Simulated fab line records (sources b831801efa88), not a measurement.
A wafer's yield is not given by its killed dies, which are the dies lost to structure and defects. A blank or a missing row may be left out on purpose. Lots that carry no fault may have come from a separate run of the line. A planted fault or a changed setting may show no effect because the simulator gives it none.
Chamber matching -- flow sky130 -- SKY_VIA3_ETCH_15 on rie-diel-04: 3 sister chambers
The step etches SiO2 in C4F8/O2/Ar, stops on TiN, target depth 507 nm, time 78 s. 6 wafers are shown with their chamber, then 4 later ones without.

WAFERS PAIRED WITH THEIR CHAMBERS
wafer,chamber,oes-product-au (a.u.)
L074.5,0,0.947
L084.3,0,0.947
L090.3,2,0.941
L090.6,2,0.943
L093.4,1,0.946
L093.5,1,0.950

WAFERS WITH NO CHAMBER GIVEN
wafer,oes-product-au (a.u.)
L093.6,0.947
L095.1,0.943
L097.4,0.951
L097.6,0.945

WHICH CHAMBER EACH WENT THROUGH
wafer,from the rows above,in truth
L093.6,can't be placed: 0 or 1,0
L095.1,can't be placed: 2 or 0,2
L097.4,can't be placed: 1 or 0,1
L097.6,can't be placed: 0 or 1 or 2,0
0 of 4 placed correctly. From these rows, 4 cannot be placed; in 4 the true chamber is one of the candidates. Number placed wrongly: 0.
How it was worked out, from the rows above alone: a wafer's distance from a chamber is the root of the sum, over the readings, of the square of ((its reading less the chamber's mean) divided by the reading's scatter). The wafer belongs to the nearest chamber; if the next one is less than 2 further off, it can't be placed. For every chamber, the mean is computed from those of its wafers that are shown. The scatter: take each reading less its chamber's mean, square it, sum over the shown wafers, divide by the number of wafers less the number of chambers, and take the root.
